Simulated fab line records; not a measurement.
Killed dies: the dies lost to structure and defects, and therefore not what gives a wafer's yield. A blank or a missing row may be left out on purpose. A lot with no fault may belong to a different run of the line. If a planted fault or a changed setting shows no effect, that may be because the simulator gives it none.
2 desks looking at one fault :: flow gf180mcu :: only its own numbers are on each desk; what lay behind them is given at the end

THE TOOL OWNER'S DESK: implanter-01
GF_HV_LDD_IMPLANT_21, tool's own readings: per-lot mean of the sampled wafers with a number, covering each lot this tool ran. A lot is out of limits, marked OUT, if its mean lies more than 4 standard deviations from the usual mean; the brackets give that distance.
Columns: A = dose-ions-cm2 at GF_HV_LDD_IMPLANT_21, usual 5.001e+13; B = faraday-current-uA at GF_HV_LDD_IMPLANT_21, usual 282
lot: L531
first seen here: day 12 15:08
A: 5.003e+13
B: 286

lot: L534
first seen here: day 13 17:19
A: 5.000e+13
B: 281

lot: L537
first seen here: day 14 15:08
A: 5.003e+13
B: 280

lot: L538
first seen here: day 14 19:03
A: 4.998e+13
B: 283

lot: L543
first seen here: day 16 08:17
A: 4.454e+13 (-99 or more) OUT
B: 254 (-4.9) OUT

lot: L544
first seen here: day 16 19:48
A: 4.459e+13 (-99 or more) OUT
B: 255 (-4.7) OUT

lot: L547
first seen here: day 17 15:12
A: 4.461e+13 (-99 or more) OUT
B: 251 (-5.4) OUT
Finding of this desk: L543, L544, L547 out of limits; the first was L543 at day 16 08:17, on dose-ions-cm2 at GF_HV_LDD_IMPLANT_21. In limits: L531, L534, L537, L538.

THE METROLOGY DESK
Lot by lot, what the gauges showed, no matter which tool ran the lot: averages of those sampled wafers that carry a number. A lot is out of limits, marked OUT, if its mean lies more than 4 standard deviations from the usual mean; the brackets give that distance.
Columns: A = VT_IMPLANT_4_TW at GF_VT_IMPLANT_TW_MEAS_43, usual 686; B = cd-nm at GF_POLY_GATE_CD_MEAS_10, usual 280.3 nm; C = POLY_GATE_OXIDATION_THK at GF_POLY_GATE_THK_MEAS_17, usual 3.96 nm; D = HV_LDD_2_TW at GF_HV_LDD_TW_MEAS_23, usual 1047
lot: L525
first seen here: day 7 12:25
A: 693
B: 281.8
C: 4.12
D: 1037

lot: L526
first seen here: day 7 19:34
A: 681
B: 279.2
C: 3.79
D: 1039

lot: L528
first seen here: day 8 05:17
A: 685
B: 279.7
C: 3.87
D: 1036

lot: L530
first seen here: day 8 21:47
A: 696
B: 281.6
C: 3.97
D: 1066

lot: L531
first seen here: day 9 04:37
A: 681
B: 280.5
C: 3.96
D: 1066

lot: L532
first seen here: day 9 18:41
A: 688
B: 280.6
C: 3.90
D: 1057

lot: L534
first seen here: day 10 05:23
A: 680
B: 280.4
C: 4.00
D: 1037

lot: L535
first seen here: day 10 12:17
A: 683
B: 279.3
C: 3.93
D: 1034

lot: L536
first seen here: day 10 17:00
A: 689
B: 281.6
C: 4.00
D: 1041

lot: L537
first seen here: day 10 22:52
A: 682
B: 282.2
C: 4.02
D: 1040

lot: L538
first seen here: day 11 03:22
A: 684
B: 280.5
C: 4.02
D: 1039

lot: L543
first seen here: day 12 11:38
A: 682
B: 279.7
C: 3.84
D: 1002

lot: L544
first seen here: day 12 22:22
A: 682
B: 280.3
C: 3.96
D: 999 (-4.0) OUT

lot: L547
first seen here: day 13 16:54
A: 692
B: 278.9
C: 4.03
D: 1029
This desk's finding: out of limits on L544; first on L544, day 16 20:03 (HV_LDD_2_TW at GF_HV_LDD_TW_MEAS_23). In limits: L525, L526, L528, L530, L531, L532, L534, L535, L536, L537, L538, L543, L547.

PUT TOGETHER
The tool owner's desk had the chance to raise an alarm at day 16 08:17 on L543, L544, L547.
An alarm was possible from the metrology desk at day 16 20:03, on L544.
The metrology desk holds a record of L543, L547, inside its limits.
Every lot named ran GF_HV_LDD_IMPLANT_21 on implanter-01.

WHAT HAD BEEN PUT IN BY THE SIMULATOR
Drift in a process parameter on implanter-01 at GF_HV_LDD_IMPLANT_21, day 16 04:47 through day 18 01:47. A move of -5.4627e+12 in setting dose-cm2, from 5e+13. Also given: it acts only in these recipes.
Struck lots among those shown: L543, L544, L547.
Delay (hours) between the fault's onset and each desk's first out-of-limits reading: 3 at the tool owner's desk, 15 at the metrology desk.
